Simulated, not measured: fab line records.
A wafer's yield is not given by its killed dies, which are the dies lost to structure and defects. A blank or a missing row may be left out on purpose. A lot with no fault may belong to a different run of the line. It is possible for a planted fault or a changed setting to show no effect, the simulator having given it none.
Matching of chambers || flow gf180mcu || GF_V1_CVD_00 on hdpcvd-01: 3 sister chambers
The step deposits SiO2, target thk 600 nm, time 97.07 s. 3 wafers are shown with their chamber, then 9 later ones without.

## WAFERS WITH THEIR CHAMBER
{"wafer": "L587.2", "chamber": 1, "susceptorTempC (C)": 399.86}
{"wafer": "L587.3", "chamber": 0, "susceptorTempC (C)": 399.77}
{"wafer": "L587.4", "chamber": 2, "susceptorTempC (C)": 399.98}

## WAFERS MISSING THEIR CHAMBER
{"wafer": "L589.1", "susceptorTempC (C)": 400.19}
{"wafer": "L589.3", "susceptorTempC (C)": 400.11}
{"wafer": "L589.4", "susceptorTempC (C)": 399.86}
{"wafer": "L594.3", "susceptorTempC (C)": 400.06}
{"wafer": "L594.4", "susceptorTempC (C)": 400.27}
{"wafer": "L594.6", "susceptorTempC (C)": 400.22}
{"wafer": "L600.2", "susceptorTempC (C)": 399.76}
{"wafer": "L600.5", "susceptorTempC (C)": 400.23}
{"wafer": "L600.6", "susceptorTempC (C)": 399.94}

## THE CHAMBER EACH PASSED THROUGH
{"wafer": "L589.1", "from the rows above": "can't be placed: 2 or 1 or 0", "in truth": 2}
{"wafer": "L589.3", "from the rows above": "can't be placed: 2 or 1 or 0", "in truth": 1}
{"wafer": "L589.4", "from the rows above": "can't be placed: 1 or 0 or 2", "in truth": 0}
{"wafer": "L594.3", "from the rows above": "can't be placed: 2 or 1 or 0", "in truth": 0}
{"wafer": "L594.4", "from the rows above": "can't be placed: 2 or 1 or 0", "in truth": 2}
{"wafer": "L594.6", "from the rows above": "can't be placed: 2 or 1 or 0", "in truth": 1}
{"wafer": "L600.2", "from the rows above": "can't be placed: 0 or 1 or 2", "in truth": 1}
{"wafer": "L600.5", "from the rows above": "can't be placed: 2 or 1 or 0", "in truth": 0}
{"wafer": "L600.6", "from the rows above": "can't be placed: 2 or 1 or 0", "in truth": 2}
Correct placement for 0 of the 9. Cannot be placed on the basis of these rows: 9; the candidates contain the true chamber in 9. 0 placed wrongly.
How it was worked out, from the rows above alone: a wafer's distance from a chamber is the root of the sum, over the readings, of the square of ((its reading less the chamber's mean) divided by the reading's scatter). If the next closest chamber is less than 2 further off than the closest, the wafer can't be placed; otherwise it belongs to the closest. A chamber's mean is the mean of its shown wafers. The scatter: with one shown wafer a chamber, the root of the mean of the squares of how far each hidden wafer lies from its nearest shown one.
